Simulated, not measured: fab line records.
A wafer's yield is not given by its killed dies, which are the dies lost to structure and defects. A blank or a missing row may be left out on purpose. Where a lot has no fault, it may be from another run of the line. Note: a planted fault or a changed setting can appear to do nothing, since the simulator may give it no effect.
Matching of chambers | flow sky130 | SKY_VIA2_ETCH_15 on rieDiel-04 has 4 sister chambers
The step etches SiO2 in C4F8/O2/Ar, stops on TiN, target depth 546 nm, time 84 s. 4 wafers are shown with their chamber, then 8 later ones without.

## WAFERS PAIRED WITH THEIR CHAMBERS
wafer  | chamber | oesProductAu (a.u.)
L087.5 | 1       | 0.939
L089.1 | 0       | 0.940
L089.3 | 3       | 0.931
L092.1 | 2       | 0.937

## WAFERS MISSING THEIR CHAMBER
wafer  | oesProductAu (a.u.)
L092.2 | 0.939
L092.5 | 0.937
L093.2 | 0.944
L093.3 | 0.936
L093.4 | 0.940
L095.1 | 0.941
L095.3 | 0.935
L095.5 | 0.942

## THE CHAMBER EACH PASSED THROUGH
wafer  | from the rows above               | in truth
L092.2 | can't be placed: 1 or 0 or 2      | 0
L092.5 | can't be placed: 2 or 1 or 0      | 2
L093.2 | can't be placed: 0 or 1 or 2      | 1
L093.3 | can't be placed: 2 or 1 or 0      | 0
L093.4 | can't be placed: 0 or 1 or 2      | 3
L095.1 | can't be placed: 0 or 1 or 2      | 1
L095.3 | can't be placed: 2 or 1 or 3 or 0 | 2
L095.5 | can't be placed: 0 or 1 or 2      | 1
0 of 8 placed correctly. Can't be placed from these rows: 8 (the true chamber is among the candidates in 7). Placed wrongly: 0.
How it was worked out, from the rows above alone: a wafer's distance from a chamber is the root of the sum, over the readings, of the square of ((its reading less the chamber's mean) divided by the reading's scatter). The wafer belongs to the nearest chamber; if the next one is less than 2 further off, it can't be placed. For every chamber, the mean is computed from those of its wafers that are shown. The scatter (one wafer shown for each chamber): square how far every hidden wafer sits from the nearest shown wafer, average those squares and take the square root.
